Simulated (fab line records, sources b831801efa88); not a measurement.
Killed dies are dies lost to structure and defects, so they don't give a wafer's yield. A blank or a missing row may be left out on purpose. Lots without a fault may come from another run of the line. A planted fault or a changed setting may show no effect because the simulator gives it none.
Chamber matching | flow gf180mcu | GF_SAB_ETCH_11 on rie_diel-01: 4 sister chambers
The step etches SiO2 in C4F8/O2/Ar, target depth 55 nm, time 8.5 s. 4 wafers are shown with their chamber, then 7 later ones without.

WAFERS WITH THEIR CHAMBER
wafer  | chamber | oes_product_au (a.u.)
L315.1 | 1       | 0.999
L315.5 | 0       | 0.984
L316.1 | 3       | 1.019
L316.2 | 2       | 1.010

WAFERS WITHOUT THEIR CHAMBER
wafer  | oes_product_au (a.u.)
L316.3 | 1.001
L325.3 | 0.988
L325.5 | 1.023
L325.6 | 1.013
L326.1 | 1.011
L326.2 | 0.987
L326.6 | 1.029

WHICH CHAMBER EACH WENT THROUGH
wafer  | from the rows above     | in truth
L316.3 | can't be placed: 1 or 2 | 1
L325.3 | can't be placed: 0 or 1 | 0
L325.5 | can't be placed: 3 or 2 | 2
L325.6 | can't be placed: 2 or 3 | 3
L326.1 | can't be placed: 2 or 3 | 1
L326.2 | can't be placed: 0 or 1 | 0
L326.6 | can't be placed: 3 or 2 | 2
Placed correctly: 0 of 7. Can't be placed from these rows: 7 (the true chamber is among the candidates in 6). Placed wrongly: 0.
How it was worked out, from the rows above alone: a wafer's distance from a chamber is the root of the sum, over the readings, of the square of ((its reading less the chamber's mean) divided by the reading's scatter). The wafer belongs to the nearest chamber; if the next one is less than 2 further off, it can't be placed. A chamber's mean is the mean of its shown wafers. The scatter: with one shown wafer a chamber, the root of the mean of the squares of how far each hidden wafer lies from its nearest shown one.
